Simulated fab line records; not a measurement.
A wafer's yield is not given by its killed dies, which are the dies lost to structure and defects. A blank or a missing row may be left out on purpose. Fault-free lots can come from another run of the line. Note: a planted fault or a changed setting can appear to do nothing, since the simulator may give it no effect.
Which tool did it?	flow gf180mcu	12 lots, 36 wafers sampled, at 1 step of a route of 602

## WHAT THE GAUGES SHOWED, per wafer
GF_HV_LDD_OVL_MEAS_47.
lot	measured	on	HV_LDD_03_OVL (nm)
L075	day 12 17:30	overlay-01	-3.2 -3.8 -3.4
L077	day 13 09:08	overlay-01	0.0 -0.7 -2.2
L079	day 14 00:47	overlay-01	-2.1 -0.9 -1.3
L081	day 14 18:53	overlay-02	-0.9 -0.7 -0.9
L083	day 15 05:33	overlay-01	-2.3 -1.7 -2.3
L085	day 15 23:53	overlay-01	-0.9 0.1 0.0
L087	day 16 17:15	overlay-02	-1.9 -3.1 -2.0
L089	day 17 11:45	overlay-01	1.5 -1.4 -0.9
L091	day 18 00:47	overlay-02	-1.6 -1.9 -2.7
L093	day 18 15:17	overlay-01	-2.4 -2.8 -1.1
L095	day 19 07:21	overlay-02	-1.1 -2.0 -1.2
L097	day 20 05:56	overlay-01	-3.0 -3.3 -2.2

## EACH LOT AND THE TOOL THAT RAN IT (in order: tool; ch and the chambers of the sampled wafers; start)
The record shows no process step preceding these readings.

## THE ANSWER, worked out from the rows above alone
Rule: what is usual is taken from the lots themselves. Put in order of their means at a reading, lots are off if they are a third of the lots or fewer, leave a main group of 4 or more, and stand apart from it by a gap of 3 or more times the standard deviation of the main group's means; of several such gaps the widest counts. The tables above print the reading to a certain number of digits; a main group whose means all agree to those digits is not used. A lot without any number at a reading at which 4 lots or more have one is off too. Any other lot the step has rows for is counted as sound.
None of the lots is off at any reading shown; this tells nothing.

## WHAT THE SIMULATOR HAD PUT IN
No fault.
